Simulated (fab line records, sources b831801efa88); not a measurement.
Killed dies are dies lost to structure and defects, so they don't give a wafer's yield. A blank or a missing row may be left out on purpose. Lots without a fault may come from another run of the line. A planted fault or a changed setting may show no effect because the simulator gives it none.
Split-lot experiment | flow gf180mcu | 5 lots, 23 wafers read, on a route of 602 steps

THE SPLIT
At GF_VT_IMPLANT_IMPLANT_30, the setting dose_cm2 was moved away from the recipe's 2.534e+12 on 5 of the 23 wafers read, by -14.8% to +17.6%. The other wafers ran this setting at the recipe's value.

FROM THE SPLIT TO THE READING: what the file shows between them, 1 step
- GF_VT_IMPLANT_STRIP_31: strips in O2/N2

THE READING
VT_IMPLANT_3_TW, at GF_VT_IMPLANT_TW_MEAS_32. Fault-free wafers of this fab line usually give 270.0, standard deviation 1.6.

wafer  | tool, chamber at the split | dose_cm2 as run | against the recipe | VT_IMPLANT_3_TW | against lot-mates on the recipe
L076.1 | implanter-01, 0            | 2.534e+12       | recipe             | 271.3           | -
L076.5 | implanter-01, 0            | 2.534e+12       | recipe             | 271.4           | -
L076.6 | implanter-01, 0            | 2.534e+12       | recipe             | 271.3           | -
L078.1 | implanter-01, 0            | 2.534e+12       | recipe             | 270.0           | -
L078.2 | implanter-01, 0            | 2.534e+12       | recipe             | 270.2           | -
L078.4 | implanter-01, 0            | 2.534e+12       | recipe             | 271.6           | -
L078.5 | implanter-01, 0            | 2.534e+12       | recipe             | 270.7           | -
L078.6 | implanter-01, 0            | 2.534e+12       | recipe             | 272.3           | -
L082.1 | implanter-01, 0            | 2.534e+12       | recipe             | 270.8           | -
L082.2 | implanter-01, 0            | 2.158e+12       | -14.8%             | 257.7           | -12.1
L082.3 | implanter-01, 0            | 2.534e+12       | recipe             | 269.4           | -
L082.4 | implanter-01, 0            | 2.158e+12       | -14.8%             | 256.6           | -13.2
L082.5 | implanter-01, 0            | 2.534e+12       | recipe             | 269.3           | -
L083.2 | implanter-04, 0            | 2.534e+12       | recipe             | 270.0           | -
L083.3 | implanter-04, 0            | 2.534e+12       | recipe             | 270.5           | -
L083.4 | implanter-04, 0            | 2.534e+12       | recipe             | 268.7           | -
L083.5 | implanter-04, 0            | 2.534e+12       | recipe             | 269.7           | -
L083.6 | implanter-04, 0            | 2.534e+12       | recipe             | 269.2           | -
L084.2 | implanter-04, 0            | 2.979e+12       | +17.6%             | 285.6           | +14.1
L084.3 | implanter-04, 0            | 2.534e+12       | recipe             | 269.7           | -
L084.4 | implanter-04, 0            | 2.979e+12       | +17.6%             | 284.9           | +13.4
L084.5 | implanter-04, 0            | 2.534e+12       | recipe             | 273.3           | -
L084.6 | implanter-04, 0            | 2.979e+12       | +17.6%             | 285.2           | +13.7

THE FIT
A straight line over all 23 wafers: VT_IMPLANT_3_TW changes by +0.86 for each +1% of dose_cm2; r = +0.99; the points scatter about the line by 1.1.
The same after taking each lot's own level away (the mean of its wafers on the recipe; 23 wafers): +0.807 for each +1%; r = +0.99; scatter 0.87.
On that fit, the largest move of dose_cm2 shifts the reading by 14.
The lots' own levels span 269.62 to 271.50, that is 1.2 times the standard deviation above.
So the lot-to-lot level changes the slope little: the two slopes agree.
Check: with one of the wafers moved furthest among these (+17.6%) left out of the fit, the line predicts +14 for it against its lot-mates. It came out at +14.1 against them.

OTHER SPLITS ON THESE WAFERS
These wafers also went through other splits before the reading. Each is held against what the fit with the lots' levels taken away leaves over:
other split on the same wafers      | wafers away from the commonest value | r with VT_IMPLANT_3_TW (lot level and that fit taken away)
GF_STI_OXIDATION_01 ox_time_s       | 10                                   | +0.10
GF_STI_ETCH_13 time_s               | 12                                   | +0.09
GF_STI_WET_ETCH_26 time_s           | 10                                   | -0.14
GF_DNWELL_COAT_02 resist_thk_nm     | 4                                    | -0.50
GF_NWELL_COAT_02 resist_thk_nm      | 4                                    | -0.40
GF_NWELL_IMPLANT_09 dose_cm2        | 7                                    | -0.30
GF_LVPWELL_COAT_02 spin_rpm         | 5                                    | -0.05
GF_LVPWELL_STRIP_10 pressure_mtorr  | 15                                   | -0.11
GF_MVSD_IMPLANT_08 energy_kev       | 8                                    | -0.11
GF_MVPSD_IMPLANT_09 dose_cm2        | 8                                    | -0.02
GF_VT_IMPLANT_IMPLANT_08 energy_kev | 11                                   | +0.00

THE FILE'S OWN FIT
VT_IMPLANT_3_TW changes by +0.813 for each +1% of dose_cm2, r = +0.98.
